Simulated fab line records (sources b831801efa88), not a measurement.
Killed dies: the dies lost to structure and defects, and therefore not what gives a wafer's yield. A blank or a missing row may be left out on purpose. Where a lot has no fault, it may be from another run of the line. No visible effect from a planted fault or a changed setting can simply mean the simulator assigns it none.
A single fault, viewed from 2 desks + flow sky130 + each desk has only its own numbers; what lay behind them comes last

AT THE TOOL OWNER'S DESK: implanter-03
For each lot that ran on this tool, the mean over its sampled wafers that have a number, from the tool's own readings at SKY_LDD_LDN_IMPLANT_08. The brackets show how far a lot's mean lies from the usual mean; more than 4 standard deviations puts the lot out of limits, marked OUT.
Columns: A = dose-ions-cm2 at SKY_LDD_LDN_IMPLANT_08, usual 1.25e+13; B = end-station-pressure-torr at SKY_LDD_LDN_IMPLANT_08, usual 5.06e-06 Torr; C = faraday-current-uA at SKY_LDD_LDN_IMPLANT_08, usual 70.6; D = rotation-deg at SKY_LDD_LDN_IMPLANT_08, usual 22.997 degrees
| lot  | first seen here | A                          | B        | C              | D      |
|------|-----------------|----------------------------|----------|----------------|--------|
| L842 | day 24 08:02    | 1.25e+13                   | 5.46e-06 | 68.6           | 23.008 |
| L843 | day 24 13:38    | 1.25e+13                   | 4.94e-06 | 69.4           | 23.024 |
| L851 | day 28 01:23    | 3.75e+12 (-99 or more) OUT | 5.00e-06 | 21.0 (-33) OUT | 22.970 |
| L853 | day 28 08:55    | 3.74e+12 (-99 or more) OUT | 5.05e-06 | 21.5 (-33) OUT | 22.999 |
This desk's verdict: out of limits on L851, L853, starting with L851 at day 28 01:23 (dose-ions-cm2 at SKY_LDD_LDN_IMPLANT_08). Within limits: L842, L843.

AT THE METROLOGY DESK
What the gauges read for every lot (on any tool): the sampled wafers with a number, averaged. The brackets show how far a lot's mean lies from the usual mean; more than 4 standard deviations puts the lot out of limits, marked OUT.
Columns: A = LDD_LDN_TW at SKY_LDD_LDN_TW_MEAS_13, usual 1465
| lot  | first seen here | A               |
|------|-----------------|-----------------|
| L842 | day 24 08:44    | 1467            |
| L843 | day 24 14:20    | 1461            |
| L845 | day 25 11:33    | 1479            |
| L846 | day 25 21:05    | 1455            |
| L847 | day 26 01:59    | 1451            |
| L851 | day 28 02:05    | 1371 (-6.3) OUT |
| L853 | day 28 09:35    | 1372 (-6.2) OUT |
| L855 | day 28 21:46    | 1452            |
| L856 | day 29 14:02    | 1451            |
| L857 | day 29 17:02    | 1448            |
| L858 | day 30 00:26    | 1455            |
| L859 | day 30 08:50    | 1488            |
| L860 | day 30 19:14    | 1486            |
| L861 | day 30 23:11    | 1459            |
This desk's finding: out of limits on L851, L853; first on L851, day 28 02:05 (LDD_LDN_TW at SKY_LDD_LDN_TW_MEAS_13). Within limits: L842, L843, L845, L846, L847, L855, L856, L857, L858, L859, L860, L861.

TAKEN TOGETHER
An alarm could have come from the tool owner's desk at day 28 01:23, on L851, L853.
On L851, L853, the metrology desk was in a position to raise an alarm at day 28 02:05.
On implanter-03, each named lot ran SKY_LDD_LDN_IMPLANT_08.

WHAT THE SIMULATOR PUT IN
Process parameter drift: implanter-03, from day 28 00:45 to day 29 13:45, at SKY_LDD_LDN_IMPLANT_08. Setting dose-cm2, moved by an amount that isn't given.
Lots struck among those shown: L851, L853.
Fault start to first reading out of limits, in hours, per desk: tool owner, 1; metrology, 1.
